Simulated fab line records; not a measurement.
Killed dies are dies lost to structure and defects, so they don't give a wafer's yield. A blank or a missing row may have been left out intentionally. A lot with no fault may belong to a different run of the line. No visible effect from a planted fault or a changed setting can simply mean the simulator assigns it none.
Problem report in the 8D (eight disciplines) form, filled by code -- flow gf180mcu -- the parts of the form that need people (team, actions taken, sign-off) are left out

1. WHAT IS WRONG
At GF_STI_ETCH_14, run_length_s averages 121.8 s over 2 wafers from 2 lots, while fault-free wafers read 131.2 s, standard deviation 0.31. Relative to the usual mean, that is a shift of -30 standard deviations.
The step: etches Si in HBr/Cl2/O2, target depth 360 nm, time 102.9 s.
The first sign was on wafer L937.6 at day 3 23:22, on rie_si-02. Wafers with a number at this step in the record: 18, from 6 lots. Rule for "out", or "out of limits": more than 4 standard deviations from the usual mean. All remaining wafers that have a number are taken as sound.

2. WHAT THIS IS AND IS NOT
question,is,is not
which readings at this step,run_length_s,"drypump_motor_current_A, he_backside_leak_sccm, oes_product_au"
which lots,"L937, L939","L928, L932, L941, L949"
which wafers of those lots,"L937.6, L939.6","L937.1, L937.5, L939.3, L939.4"
read on which tools,rie_si-02,rie_si-01
when,from day 3 23:22,"up to then (8 sound wafers); but 8 sound wafers of L939, L941, L949 came after"

3. SUSPECTS, AND WHAT RULES EACH OUT
Counting: if a tool at a process step up to the reading ran every lot that is out, it stays a suspect. Sound lots after the first of them don't rule it out here, since some wafers of a struck lot are sound.
- rie_si-02 at GF_STI_ETCH_14 (etches Si in HBr/Cl2/O2, target depth 360 nm, time 102.9 s): kept. Every lot that is out went through it, the first being L937 (day 3 23:22); the last sound lot it ran before that was L932 (day 3 01:30). Out on those wafers are its own readings of run_length_s.
- Within rie_si-02 at GF_STI_ETCH_14: the wafers that are out ran in chamber 1; their sound lot-mates ran in chambers 0, 2, 3.
The count leaves rie_si-02 at GF_STI_ETCH_14.

4. THE CAUSE (what the simulator had put in)
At GF_STI_ETCH_14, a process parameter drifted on rie_si-02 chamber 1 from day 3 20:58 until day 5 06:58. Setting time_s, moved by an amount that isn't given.
Counting left only this tool.

5. THE CHAIN OF EFFECTS, in route order
Rows list readings where the struck wafers' mean (over those with a number) sits beyond 3 standard deviations from the usual. Readings are gone through only where the record gives a usual standard deviation; hours: the median, over the lots, of the time from a lot's start at the first step in this table giving one to that lot's start at this step; sigmas: the change measured in usual standard deviations.
hours,step,reading,usual,on struck wafers,change,sigmas
0,GF_STI_ETCH_14,run_length_s,131.2 s,121.8,-9.3,-30
0,GF_STI_STRIP_15,strip_time_to_endpoint_s,3.72 s,3.92,+0.19,+3.7
Its process steps:
- GF_STI_ETCH_14: etches Si in HBr/Cl2/O2, target depth 360 nm, time 102.9 s.
- GF_STI_STRIP_15: strips in O2/N2.

6. WHAT WOULD HAVE CAUGHT IT SOONER
In this record no reading fell out of limits until day 3 23:22, 2 hours after the fault had begun at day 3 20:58.
